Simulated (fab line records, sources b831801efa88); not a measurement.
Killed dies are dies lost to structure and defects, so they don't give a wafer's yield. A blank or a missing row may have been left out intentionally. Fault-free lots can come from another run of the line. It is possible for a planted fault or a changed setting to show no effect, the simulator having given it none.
Comparing a struck lot with a sound one + flow sky130 + 14 out of 708 route steps
Sound: wafers L579.2, L579.3, L579.6. The struck wafers were L586.3, L586.5, L586.6. Last of all comes the cause.
Order at every step that has rows: each side's tool, ch and its chambers, its first start. Under that, the readings that differ: sound wafers + struck wafers + difference of the means + sigmas: that difference in standard deviations of wafers without a fault.
alike: readings whose means differ by less than 2 such deviations, and words and numbers that are the same on both sides. not compared: withheld readings, readings that some wafer has no value for, bounds like >300 that may hide the same value, and numbers for which the record gives no deviation and whose values overlap.
A row with sigmas, a row that says differs or no value, or rows on one side alone: a step with any of these is where the two part. Numbers that don't overlap but have no deviation are shown without sigmas and don't part them. Lack of a reading on every wafer of one side parts them only where that side has two or more wafers.

SKY_METAL1_SPUTTER_01: material TiN, target thk 20 nm, time 16.7 s.
  struck on pvd_sputter-02, day 36 06:50; sound on pvd_sputter-04, day 34 01:19
| reading                | sound          | struck         | difference | sigmas |
|------------------------|----------------|----------------|------------|--------|
| throttle_valve_pct (%) | 31.1 31.0 31.2 | 29.0 28.7 29.3 | -2.1       | -2     |
SKY_METAL1_SPUTTER_02: material AlCu, target thk 250 nm, time 13.3 s.
  struck on pvd_sputter-02, day 36 06:52; sound on pvd_sputter-04, day 34 01:20
| reading                | sound          | struck         | difference | sigmas |
|------------------------|----------------|----------------|------------|--------|
| throttle_valve_pct (%) | 31.1 31.1 30.8 | 29.3 29.0 29.0 | -1.9       | -2     |
SKY_METAL1_SPUTTER_03: material Ti, target thk 5 nm, time 3.3 s.
  struck on pvd_sputter-02, day 36 06:53; sound on pvd_sputter-04, day 34 01:22
| reading                | sound          | struck         | difference | sigmas |
|------------------------|----------------|----------------|------------|--------|
| throttle_valve_pct (%) | 31.0 30.9 31.1 | 29.3 28.6 29.1 | -2.0       | -2     |
SKY_METAL1_SPUTTER_04: material TiN, target thk 70 nm, time 58.3 s.
  struck on pvd_sputter-02, day 36 06:54; sound on pvd_sputter-04, day 34 01:23
| reading                | sound          | struck         | difference | sigmas |
|------------------------|----------------|----------------|------------|--------|
| throttle_valve_pct (%) | 30.9 31.3 31.3 | 29.2 29.1 29.1 | -2.0       | -2     |
SKY_METAL1_RS_MEAS_05: measures by four-point-probe.
  struck on film_metro-03, day 36 06:59; sound on film_metro-03, day 34 01:28
  alike: METAL1_ALCU_RS
SKY_METAL1_THK_MEAS_06: measures by xrf.
  struck on film_metro-03, day 36 07:05; sound on film_metro-03, day 34 01:34
| reading              | sound       | struck      | difference | sigmas |
|----------------------|-------------|-------------|------------|--------|
| METAL1_ALCU_THK (nm) | 253 252 253 | 243 244 243 | -9         | -2     |
then, 6 steps without rows for these wafers: SKY_METAL1_DEHYDRATE_07 (time 60 s); SKY_METAL1_HMDS_08 (prime time 60 s); SKY_METAL1_COAT_09 (resist thk 60 nm); SKY_METAL1_COAT_10 (resist thk 450 nm); SKY_METAL1_SOFTBAKE_11 (time 90 s); SKY_METAL1_EXPOSE_12 (exposes mask MM1, target cd 140 nm).
SKY_METAL1_PEB_13:
  sound on litho_track-01 ch 0, day 35 04:00; struck on litho_track-04, day 37 08:00
| reading         | sound          | struck | difference                    | sigmas |
|-----------------|----------------|--------|-------------------------------|--------|
| exhaust_pa (Pa) | 43.3 44.5 43.0 | - - -  | no value on the struck wafers |        |
  not compared: chill_plate_temp_C
then, 1 step without rows for these wafers: SKY_METAL1_DEVELOP_14 (develop time 60 s).

WHERE THEY PART
At SKY_METAL1_SPUTTER_01 first; at SKY_METAL1_PEB_13 last (within this record only).

WHY: what had been put in by the simulator
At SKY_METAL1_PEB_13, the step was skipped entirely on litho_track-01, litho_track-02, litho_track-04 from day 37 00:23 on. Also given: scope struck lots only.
